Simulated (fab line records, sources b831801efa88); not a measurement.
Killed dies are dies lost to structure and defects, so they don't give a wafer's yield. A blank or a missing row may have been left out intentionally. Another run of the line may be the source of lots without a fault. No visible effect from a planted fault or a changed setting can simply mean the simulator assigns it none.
Struck lot and sound lot, side by side | flow gf180mcu | 16 out of 602 route steps
Sound: wafers L947.1, L947.3, L947.6. Struck: wafers L952.1, L952.5 (left out: L952.4, a lot-mate that was not struck); the cause follows at the end.
For every step that has rows: the tool of each side, followed by ch and its chambers, followed by its first start. Under that, the readings that differ: sound wafers | struck wafers | difference of the means | sigmas: that difference in standard deviations of wafers without a fault.
alike: words and numbers the same on both sides, and readings whose means are apart by under 2 such deviations; not compared: readings that were withheld, readings missing a value for some wafer, numbers with overlapping values and no deviation given by the record, and bounds like >300 which may hide the same value.
A row with sigmas, a row that says differs or no value, or rows on one side alone: a step with any of these is where the two part. Numbers that don't overlap but have no deviation are shown without sigmas and don't part them. Lack of a reading on every wafer of one side parts them only where that side has two or more wafers.

first, 6 steps without rows for these wafers: GF_TOP_METAL_HMDS_08 (prime time 60 s); GF_TOP_METAL_COAT_09 (resist thk 1500 nm); GF_TOP_METAL_SOFTBAKE_10 (time 60 s); GF_TOP_METAL_EXPOSE_11 (exposes mask MetalTop, target cd 440 nm); GF_TOP_METAL_PEB_12; GF_TOP_METAL_DEVELOP_13 (develop time 60 s).
GF_TOP_METAL_CD_MEAS_14: the cd target is 440 nm.
  sound on cdSem-01 at day 28 10:22; struck on cdSem-02 at day 30 02:52
  alike: cdNm
GF_TOP_METAL_OVL_MEAS_15:
  sound on overlay-01 at day 28 10:29; struck on overlay-02 at day 30 02:59
  alike: TOP_METAL_OVL
GF_TOP_METAL_METAL_ETCH_16: etches the open film in Cl2/BCl3, stops on SiO2, target depth 1197 nm, time 199.5 s.
  sound on rieMetal-04 ch 0,1, day 28 10:32; struck on rieMetal-03 ch 1, day 30 03:02
  alike: biasW, drypumpMotorCurrentA, oesProductAu, throttleValvePct
  not compared: rfHoursCounterH
GF_TOP_METAL_STRIP_17: strips in O2/N2.
  sound on plasmaAsher-01 ch 0, day 28 10:43; struck on plasmaAsher-02 ch 1, day 30 03:13
  alike: drypumpMotorCurrentA, heaterPowerW, oesProductAu, stripTimeToEndpointS
  not compared: rfHoursCounterH
then, 2 steps without rows for these wafers: GF_TOP_METAL_STRIP_18 (strips in post etch residue remover, time 1200 s); GF_TOP_METAL_CLEAN_19 (cleans in DIW).
GF_PASSIVATION_CVD_00: deposits SiO2 from TEOS, target thk 1000 nm, time 111.95 s.
  sound on pecvd-03 ch 1,2, day 28 11:17; struck on pecvd-02 ch 0,1, day 30 03:45
reading                                     | sound             | struck      | difference | sigmas
runLengthS (s)                              | 139.5 139.3 139.2 | 144.2 144.3 | +4.9       | +9
model.SiO2_of_PASSIVATION_CVD_00.thkNm (nm) | 988.2 994.9 1020  | 1024 1060   | +41        | 
  alike: heaterPowerW
GF_PASSIVATION_THK_MEAS_01:
  sound on filmMetro-02 at day 28 11:22; struck on filmMetro-02 at day 30 03:50
reading                     | sound        | struck    | difference | sigmas
PASSIVATION_CVD_00_THK (nm) | 988 995 1019 | 1024 1061 | +42        | +3
GF_PASSIVATION_CVD_02: deposits Si3N4, target thk 700 nm, time 486.18 s.
  sound on pecvd-02 ch 0,2, day 28 11:25; struck on pecvd-03 ch 1, day 30 03:53
  alike: heaterPowerW, runLengthS
then, 1 step without rows for these wafers: GF_PASSIVATION_PROBE_99.

WHERE THEY PART
Earliest at GF_PASSIVATION_CVD_00; latest, in this record, at GF_PASSIVATION_THK_MEAS_01. Later steps at which nothing parts them and some readings are alike: GF_PASSIVATION_CVD_02.

WHY: the cause the simulator had injected
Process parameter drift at GF_PASSIVATION_CVD_00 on pecvd-02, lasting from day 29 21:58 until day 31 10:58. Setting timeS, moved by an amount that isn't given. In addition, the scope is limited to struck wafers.
